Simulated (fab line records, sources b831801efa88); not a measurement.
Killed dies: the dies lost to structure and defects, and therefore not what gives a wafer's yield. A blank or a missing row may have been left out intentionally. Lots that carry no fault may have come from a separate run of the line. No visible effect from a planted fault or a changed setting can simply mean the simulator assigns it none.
Chamber matching | flow gf180mcu | GF_STI_ETCH_13 on rie-diel-04: 4 sister chambers
The step etches the open film in CHF3/O2, stops on Si, target depth 282.31 nm, time 112.9 s. 8 wafers are shown with their chamber, then 12 later ones without.

WAFERS, EACH WITH ITS CHAMBER
wafer  | chamber | drypump-motor-current-A (A) | rf-fwd-power-W (W)
L086.2 | 3       | 5.8                         | 596.5
L086.5 | 0       | 5.6                         | 598.2
L088.2 | 0       | 5.7                         | 596.2
L088.4 | 3       | 5.7                         | 598.8
L088.5 | 2       | 5.3                         | 599.6
L089.4 | 1       | 5.6                         | 598.2
L089.5 | 2       | 5.3                         | 597.0
L089.6 | 1       | 5.6                         | 595.6

WAFERS MISSING THEIR CHAMBER
wafer  | drypump-motor-current-A (A) | rf-fwd-power-W (W)
L090.1 | 5.7                         | 595.1
L090.2 | 5.8                         | 598.1
L090.6 | 5.6                         | 595.6
L093.1 | 5.6                         | 592.2
L093.2 | 5.7                         | 596.2
L093.5 | 5.2                         | 598.9
L095.2 | 5.6                         | 596.8
L095.3 | 5.7                         | 596.1
L095.5 | 5.3                         | 596.4
L096.3 | 5.8                         | 596.4
L096.5 | 5.6                         | 596.6
L096.6 | 5.8                         | 595.1

EACH ONE'S CHAMBER
wafer  | from the rows above          | in truth
L090.1 | can't be placed: 0 or 3 or 1 | 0
L090.2 | 3                            | 3
L090.6 | can't be placed: 1 or 0      | 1
L093.1 | can't be placed: 1 or 0 or 3 | 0
L093.2 | can't be placed: 0 or 3 or 1 | 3
L093.5 | 2                            | 2
L095.2 | can't be placed: 1 or 0      | 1
L095.3 | can't be placed: 0 or 3 or 1 | 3
L095.5 | 2                            | 2
L096.3 | can't be placed: 3 or 0      | 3
L096.5 | can't be placed: 1 or 0      | 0
L096.6 | can't be placed: 3 or 0      | 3
Correctly placed: 3 of 12. Cannot be placed on the basis of these rows: 9; the candidates contain the true chamber in 9. Wrongly placed: 0.
How it was worked out, from the rows above alone: a wafer's distance from a chamber is the root of the sum, over the readings, of the square of ((its reading less the chamber's mean) divided by the reading's scatter). If the next closest chamber is less than 2 further off than the closest, the wafer can't be placed; otherwise it belongs to the closest. Each chamber's mean is taken over the wafers shown for it. How the scatter is found: for the shown wafers, subtract from each reading the mean of its chamber, square and add these, divide the total by (wafers less chambers), then take the root.
